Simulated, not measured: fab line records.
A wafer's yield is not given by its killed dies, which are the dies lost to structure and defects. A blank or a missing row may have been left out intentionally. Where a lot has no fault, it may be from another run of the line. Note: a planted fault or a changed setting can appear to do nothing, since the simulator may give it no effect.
Which tool did it? / flow sky130 / Sampling: 7 lots, 21 wafers, 3 of 708 route steps

## WHAT EACH GAUGE READ, for each wafer
SKY_SD_N_CD_MEAS_07: target cd 380 nm.
lot=L628; measured=day 29 16:59; on=cd-sem-02; cd-nm (nm)=379.8 380.5 379.0
lot=L631; measured=day 30 04:10; on=cd-sem-01; cd-nm (nm)=381.8 379.0 382.7
lot=L633; measured=day 30 18:23; on=cd-sem-02; cd-nm (nm)=377.7 378.4 379.7
lot=L636; measured=day 31 17:44; on=cd-sem-01; cd-nm (nm)=380.7 380.9 379.0
lot=L640; measured=day 33 16:43; on=cd-sem-02; cd-nm (nm)=- - -
lot=L641; measured=day 34 09:04; on=cd-sem-02; cd-nm (nm)=379.8 380.2 383.7
lot=L644; measured=day 34 12:05; on=cd-sem-02; cd-nm (nm)=377.6 379.2 381.0

## WHICH TOOL RAN EACH LOT (tool, then ch and the chambers of the sampled wafers, then the start)
lot=L628; SKY_RES_XHIGH_STRIP_08=plasma-asher-03 ch 0,1, day 28 13:05; SKY_SD_N_COAT_02=litho-track-04 ch 0, day 29 02:56
lot=L631; SKY_RES_XHIGH_STRIP_08=plasma-asher-04 ch 0,1, day 29 00:07; SKY_SD_N_COAT_02=litho-track-01 ch 0, day 29 13:46
lot=L633; SKY_RES_XHIGH_STRIP_08=plasma-asher-03 ch 0,1, day 29 14:46; SKY_SD_N_COAT_02=litho-track-02 ch 0, day 30 04:38
lot=L636; SKY_RES_XHIGH_STRIP_08=plasma-asher-04 ch 0,1, day 30 14:17; SKY_SD_N_COAT_02=litho-track-04 ch 0, day 31 03:53
lot=L640; SKY_RES_XHIGH_STRIP_08=plasma-asher-04 ch 0,1, day 32 14:23; SKY_SD_N_COAT_02=litho-track-02, day 33 03:15
lot=L641; SKY_RES_XHIGH_STRIP_08=plasma-asher-04 ch 0,1, day 33 05:56; SKY_SD_N_COAT_02=litho-track-02 ch 0, day 33 19:29
lot=L644; SKY_RES_XHIGH_STRIP_08=plasma-asher-04 ch 0,1, day 33 10:34; SKY_SD_N_COAT_02=litho-track-04 ch 0, day 33 22:41
- SKY_RES_XHIGH_STRIP_08: strips in O2/N2.
- SKY_SD_N_COAT_02: resist thk 1140 nm.

## THE ANSWER, worked out from the rows above alone
Rule: what is usual is taken from the lots themselves. Put in order of their means at a reading, lots are off if they are a third of the lots or fewer, leave a main group of 4 or more, and stand apart from it by a gap of 3 or more times the standard deviation of the main group's means; of several such gaps the widest counts. If all means in a main group match to the digits the tables above print for the reading, that group is not used. A lot without any number at a reading at which 4 lots or more have one is off too. Any other lot the step has rows for is counted as sound.
Off: L640 (SKY_SD_N_CD_MEAS_07, cd-nm). Without a number there: L640. The main group has a mean of 380.0 nm with a standard deviation of 0.95.
A tool fits if, at a process step before that reading, it ran every lot that is off, and no sound lot after the first of them. The gauges at SKY_SD_N_CD_MEAS_07 are tried like those tools. Not one of the candidates tried fits.

## WHAT WAS PUT IN BY THE SIMULATOR
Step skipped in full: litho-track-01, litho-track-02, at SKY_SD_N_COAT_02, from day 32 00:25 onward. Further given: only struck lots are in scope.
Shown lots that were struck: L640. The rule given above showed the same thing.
